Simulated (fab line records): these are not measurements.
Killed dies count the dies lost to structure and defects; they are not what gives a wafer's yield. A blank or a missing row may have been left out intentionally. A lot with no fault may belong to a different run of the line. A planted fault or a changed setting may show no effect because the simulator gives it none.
A lot that was struck, set against a sound lot -- flow sky130 -- 22 out of 708 route steps
Sound: wafers L425.2, L425.5, L425.6. The struck wafers were L435.1, L435.5, L435.6. The cause is given at the end.
Per side, at each step with rows, come the tool, then ch with its chambers, and then its first start. Under that, the readings that differ: sound wafers -- struck wafers -- difference of the means -- sigmas: that difference in standard deviations of wafers without a fault.
alike: same words and numbers on both sides, and readings whose means sit less than 2 such deviations apart. not compared: any withheld reading, any reading some wafer has no value for, any bound like >300 that may hide the same value, and any number with overlapping values for which the record gives no deviation.
A row with sigmas, a row that says differs or no value, or rows on one side alone: a step with any of these is where the two part. Non-overlapping numbers with no deviation appear without sigmas and do not part them. A reading missing from all wafers of one side parts the sides only when that side holds two or more wafers.

SKY_POLY_GATE_THK_MEAS_21:
  sound on filmMetro-04, day 18 16:37; struck on filmMetro-01, day 22 10:25
reading,sound,struck,difference,sigmas
POLY_GATE_OXIDATION_THK (nm),4.19 4.20 4.21,4.01 4.01 3.84,-0.25,-3
SKY_POLY_GATE_CD_MEAS_22:
  sound on cdSem-02, day 18 16:41; struck on cdSem-01, day 22 10:29
  alike: cdNm
then, 7 steps without rows for these wafers: SKY_LDD_N_DEHYDRATE_00 (time 60 s); SKY_LDD_N_HMDS_01 (prime time 60 s); SKY_LDD_N_COAT_02 (resist thk 300 nm); SKY_LDD_N_SOFTBAKE_03 (time 60 s); SKY_LDD_N_EXPOSE_04 (exposes mask NTM, target cd 840 nm); SKY_LDD_N_PEB_05; SKY_LDD_N_DEVELOP_06 (develop time 60 s).
SKY_LDD_N_OVL_MEAS_07:
  sound on overlay-01, day 19 22:36; struck on overlay-01, day 23 15:53
  alike: LDD_N_OVL
then, 2 steps without rows for these wafers: SKY_LDD_N_IMPLANT_08; SKY_LDD_N_IMPLANT_09.
SKY_LDD_N_IMPLANT_10:
  sound on implanter-04 ch 0, day 19 22:57; struck on implanter-04 ch 0, day 23 16:13
reading,sound,struck,difference,sigmas
beamOnS (s),10.31 9.74 10.03,42.14 44.11 44.65,+33.61,+99 or more
doseIonsCm2,7.492e+13 7.504e+13 7.502e+13,4.2283e+14 4.2281e+14 4.2288e+14,+3.4785e+14,+99 or more
faradayCurrentUA,410 432 422,568 540 535,+126,+15
  alike: beamEnergyKeV
then, 5 steps without rows for these wafers: SKY_LDD_N_IMPLANT_11; SKY_LDD_N_IMPLANT_12; SKY_LDD_N_IMPLANT_13; SKY_LDD_N_IMPLANT_14; SKY_LDD_N_IMPLANT_15.
SKY_LDD_N_STRIP_16: strips in O2/N2.
  sound on plasmaAsher-03 ch 0,1, day 19 23:50; struck on plasmaAsher-03 ch 0,1, day 23 17:07
reading,sound,struck,difference,sigmas
stripTimeToEndpointS (s),4.307 4.314 4.320,5.153 5.141 5.142,+0.832,+52
  alike: drypumpMotorCurrentA, oesProductAu
  not compared: rfHoursCounterH
SKY_LDD_N_TW_MEAS_17:
  sound on filmMetro-03, day 19 23:56; struck on filmMetro-04, day 23 17:13
reading,sound,struck,difference,sigmas
LDD_N_TW,2534 2518 2540,2904 2912 2906,+377,+12
then, 1 step without rows for these wafers: SKY_LDD_P_DEHYDRATE_00 (time 60 s).
-- a jump in the record: the struck wafers' starts before and after are 26 days apart (it breaks off in module LDD_P and resumes in module PAD_OPEN, where the first step shown is number 708 of the route) --
SKY_PAD_OPEN_PROBE_99:
  the record has rows for the struck wafers here (prober-01, day 49 13:18) and none for the sound ones

== WHERE THEY PART ==
Last at SKY_PAD_OPEN_PROBE_99 as far as this record goes, first at SKY_POLY_GATE_THK_MEAS_21.

WHY: what had been put in by the simulator
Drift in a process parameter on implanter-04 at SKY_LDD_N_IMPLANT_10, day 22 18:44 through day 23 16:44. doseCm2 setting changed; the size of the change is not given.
